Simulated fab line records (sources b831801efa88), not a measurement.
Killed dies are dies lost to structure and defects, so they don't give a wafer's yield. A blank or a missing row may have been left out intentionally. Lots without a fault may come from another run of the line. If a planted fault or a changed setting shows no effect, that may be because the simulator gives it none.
Struck lot and sound lot, side by side + flow sky130 + 39 out of 708 route steps
Sound: wafers L858.1, L858.2, L858.4. The struck wafers were L851.3, L851.4, L851.5. The cause comes at the end.
Each step with rows lists, per side, the tool, then ch with its chambers, then its first start. Under that, the readings that differ: sound wafers + struck wafers + difference of the means + sigmas: that difference in standard deviations of wafers without a fault.
alike: words and numbers the same on both sides, and readings whose means are apart by under 2 such deviations; not compared: readings that were withheld, readings missing a value for some wafer, numbers with overlapping values and no deviation given by the record, and bounds like >300 which may hide the same value.
A row with sigmas, a row that says differs or no value, or rows on one side alone: a step with any of these is where the two part. Numbers that have no deviation but don't overlap get no sigmas and don't part them. A reading missing from all wafers of one side parts the sides only when that side holds two or more wafers.

first, 10 steps without rows for these wafers: SKY_METAL5_SPUTTER_03 (material Ti, target thk 5 nm, time 3.3 s); SKY_METAL5_SPUTTER_04 (material TiN, target thk 70 nm, time 58.3 s); SKY_METAL5_DEHYDRATE_07 (time 60 s); SKY_METAL5_HMDS_08 (prime time 60 s); SKY_METAL5_COAT_09 (resist thk 1800 nm); SKY_METAL5_SOFTBAKE_10 (time 60 s); SKY_METAL5_EXPOSE_11 (exposes mask MM5, target cd 1600 nm); SKY_METAL5_PEB_12; SKY_METAL5_DEVELOP_13 (develop time 60 s); SKY_METAL5_DESCUM_14 (chemistry O2, time 11 s).
SKY_METAL5_METAL_ETCH_15: etches the open film in Cl2/BCl3, stops on SiO2, target depth 1260 nm, time 252 s.
  sound on rieMetal-03 ch 0,1, day 47 22:30; struck on rieMetal-02 ch 0,1, day 47 00:19
| reading                  | sound       | struck      | difference | sigmas |
|--------------------------|-------------|-------------|------------|--------|
| drypumpMotorCurrentA (A) | 5.4 5.3 5.3 | 6.4 6.0 6.5 | +1.0       | +2     |
  alike: bcl3FlowSccm, biasW, oesProductAu, throttleValvePct
  not compared: rfHoursCounterH
then, 27 steps without rows for these wafers: SKY_METAL5_STRIP_16 (strips in O2/N2); SKY_METAL5_STRIP_17 (strips in post etch residue remover, time 1200 s); SKY_METAL5_CLEAN_18 (cleans in IPA, time 180 s); SKY_METAL5_CLEAN_19 (cleans in O3/DIW); SKY_PASSIVATION_CVD_00 (deposits SiO2, target thk 90 nm); SKY_PASSIVATION_CVD_02 (deposits Si3N4, target thk 540 nm); SKY_PASSIVATION_DEHYDRATE_04 (time 60 s); SKY_PASSIVATION_HMDS_05 (prime time 60 s); SKY_PASSIVATION_COAT_06 (resist thk 3000 nm); SKY_PASSIVATION_SOFTBAKE_07; SKY_PASSIVATION_EXPOSE_08 (exposes mask NSM, target cd 3000 nm); SKY_PASSIVATION_PEB_09; SKY_PASSIVATION_DEVELOP_10 (develop time 60 s); SKY_PASSIVATION_ETCH_11 (etches the open film in CF4/O2, stops on AlCu, target depth 725 nm, time 161.1 s); SKY_PASSIVATION_STRIP_12 (strips in O2/N2); SKY_PAD_OPEN_DEHYDRATE_00 (time 60 s); SKY_PAD_OPEN_HMDS_01 (prime time 60 s); SKY_PAD_OPEN_COAT_02 (resist thk 3000 nm); SKY_PAD_OPEN_SOFTBAKE_03; SKY_PAD_OPEN_EXPOSE_04 (exposes mask PDM, target cd 60000 nm); SKY_PAD_OPEN_PEB_05; SKY_PAD_OPEN_DEVELOP_06 (develop time 60 s); SKY_PAD_OPEN_ETCH_07 (etches the open film in CF4/O2, stops on AlCu, target depth 725 nm, time 161.1 s); SKY_PAD_OPEN_STRIP_08 (strips in O2/N2); SKY_PAD_OPEN_STRIP_09 (strips in post etch residue remover, time 1200 s); SKY_PAD_OPEN_CLEAN_10 (cleans in IPA, time 180 s); SKY_PAD_OPEN_CLEAN_11 (cleans in O3/DIW).
SKY_PAD_OPEN_PROBE_99:
  struck on prober-01, day 48 19:10; sound on prober-01, day 49 14:14
| reading                               | sound             | struck            | difference | sigmas |
|---------------------------------------|-------------------|-------------------|------------|--------|
| defectLimitedYield (%)                | 80.5 85.8 77.8    | 75.8 77.6 78.0    | -4.2       | -2     |
| killed_at_M4_up                       | 5 0 9             | 34 31 30          | +27        | +15    |
| killedDies                            | 96 70 109         | 119 110 108       | +21        | +2     |
| sort_bin_3_pad_short (%)              | 1.2 0.4 0.8       | 2.4 2.0 2.6       | +1.5       | +4     |
| sortNPass                             | 396 422 383       | 373 382 384       | -21        | -2     |
| sortYieldPct (%)                      | 80.5 85.8 77.8    | 75.8 77.6 78.0    | -4.2       | -2     |
| model.etest.tester.sort_bin_3_pct (%) | 1.22 0.4065 0.813 | 2.439 2.033 2.642 | +1.558     |        |
  alike: killed_at_M0_to_M3, killedAtContacts, killedAtFrontEnd, killedAtOther, killedOpen, killedShort, sort_bin_5_function, sort_bin_6_memory
  not compared: model.etest.tester.sortNPass, model.etest.tester.sortYieldPct, model.etest.tester.sort_bin_5_pct

## WHERE THEY PART
Earliest at SKY_METAL5_METAL_ETCH_15; latest, in this record, at SKY_PAD_OPEN_PROBE_99.

WHY: whatever the simulator had introduced
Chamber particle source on rieMetal-02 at SKY_METAL5_METAL_ETCH_15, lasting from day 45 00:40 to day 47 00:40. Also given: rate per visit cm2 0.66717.
